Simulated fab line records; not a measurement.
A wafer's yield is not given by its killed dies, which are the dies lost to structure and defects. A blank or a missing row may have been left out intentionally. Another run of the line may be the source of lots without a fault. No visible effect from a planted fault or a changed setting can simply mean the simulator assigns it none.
What tool caused it? ; flow sky130 ; 30 wafers from 10 lots sampled at 3 of the route's 708 steps

WHAT EACH GAUGE READ, for each wafer
SKY_VIA4_RS_MEAS_19: measures by four-point-probe.
lot;measured;on;VIA4_W_RS (ohm/sq)
L965;day 43 00:15;filmMetro-01;0.2106 0.2101 0.2153
L966;day 43 08:18;filmMetro-01;0.2133 0.2153 0.2113
L976;day 45 18:32;filmMetro-04;0.4255 0.2128 0.2185
L978;day 46 12:02;filmMetro-01;0.4439 0.4248 0.2125
L982;day 47 03:08;filmMetro-04;0.2124 0.2136 0.2121
L981;day 47 06:32;filmMetro-02;0.2132 0.2118 0.2127
L983;day 48 02:14;filmMetro-01;0.2168 0.2164 0.2179
L984;day 48 04:42;filmMetro-04;0.2128 0.2123 0.2139
L985;day 48 06:46;filmMetro-01;0.2155 0.2162 0.2178
L986;day 48 07:31;filmMetro-02;0.2156 0.2152 0.2121

TOOL THAT RAN EACH LOT (tool first, then ch and the chambers of the sampled wafers, then the start)
lot;SKY_CAP2M_METAL_ETCH_13;SKY_VIA4_CVD_18
L965;rieMetal-02 ch 0,1, day 40 21:49;cvdW-01 ch 0,1, day 43 00:05
L966;rieMetal-02 ch 0,1, day 41 06:15;cvdW-01 ch 0,1, day 43 08:08
L976;rieMetal-02 ch 0,1, day 43 19:18;cvdW-02 ch 0,1, day 45 18:22
L978;rieMetal-04 ch 0,1, day 44 14:48;cvdW-02 ch 0,1, day 46 11:53
L982;rieMetal-02 ch 0,1, day 45 08:25;cvdW-01 ch 0,1, day 47 02:59
L981;rieMetal-02 ch 0, day 45 10:21;cvdW-01 ch 0,1, day 47 06:23
L983;rieMetal-03 ch 0, day 46 08:03;cvdW-01 ch 0,1, day 48 02:05
L984;rieMetal-04 ch 0,1, day 46 10:42;cvdW-01 ch 0,1, day 48 04:33
L985;rieMetal-03 ch 0,1, day 46 11:47;cvdW-01 ch 0,1, day 48 06:38
L986;rieMetal-03 ch 0,1, day 46 12:32;cvdW-01 ch 0,1, day 48 07:22
- SKY_CAP2M_METAL_ETCH_13: etches TiN in Cl2/BCl3, stops on SiO2, target depth 220 nm, time 62.9 s.
- SKY_VIA4_CVD_18: deposits W, target thk 505 nm, time 152.14 s.

THE ANSWER, worked out from the rows above alone
Rule: usual is defined by the lots themselves. Put in order of their means at a reading, lots are off if they are a third of the lots or fewer, leave a main group of 4 or more, and stand apart from it by a gap of 3 or more times the standard deviation of the main group's means; of several such gaps the widest counts. A main group whose means are all the same, to the digits that the tables above print for the reading, isn't used. Also off: a lot with no number at a reading for which 4 or more lots have one. The other lots that the step has rows for count as sound.
Off: L976, L978, at SKY_VIA4_RS_MEAS_19 (VIA4_W_RS). Mean 0.2139 ohm/sq and standard deviation 0.0018 in the main group.
A tool fits if, at a process step before that reading, it ran every lot that is off, and no sound lot after the first of them. The gauges at SKY_VIA4_RS_MEAS_19 are tried like those tools. One fits: cvdW-02 at SKY_VIA4_CVD_18. It ran no sound lot before its first lot that is off in this sample, so the start can't be narrowed down.

WHAT THE SIMULATOR HAD PUT IN
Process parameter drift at SKY_VIA4_CVD_18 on cvdW-02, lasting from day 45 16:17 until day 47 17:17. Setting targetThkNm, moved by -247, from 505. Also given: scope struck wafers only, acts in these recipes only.
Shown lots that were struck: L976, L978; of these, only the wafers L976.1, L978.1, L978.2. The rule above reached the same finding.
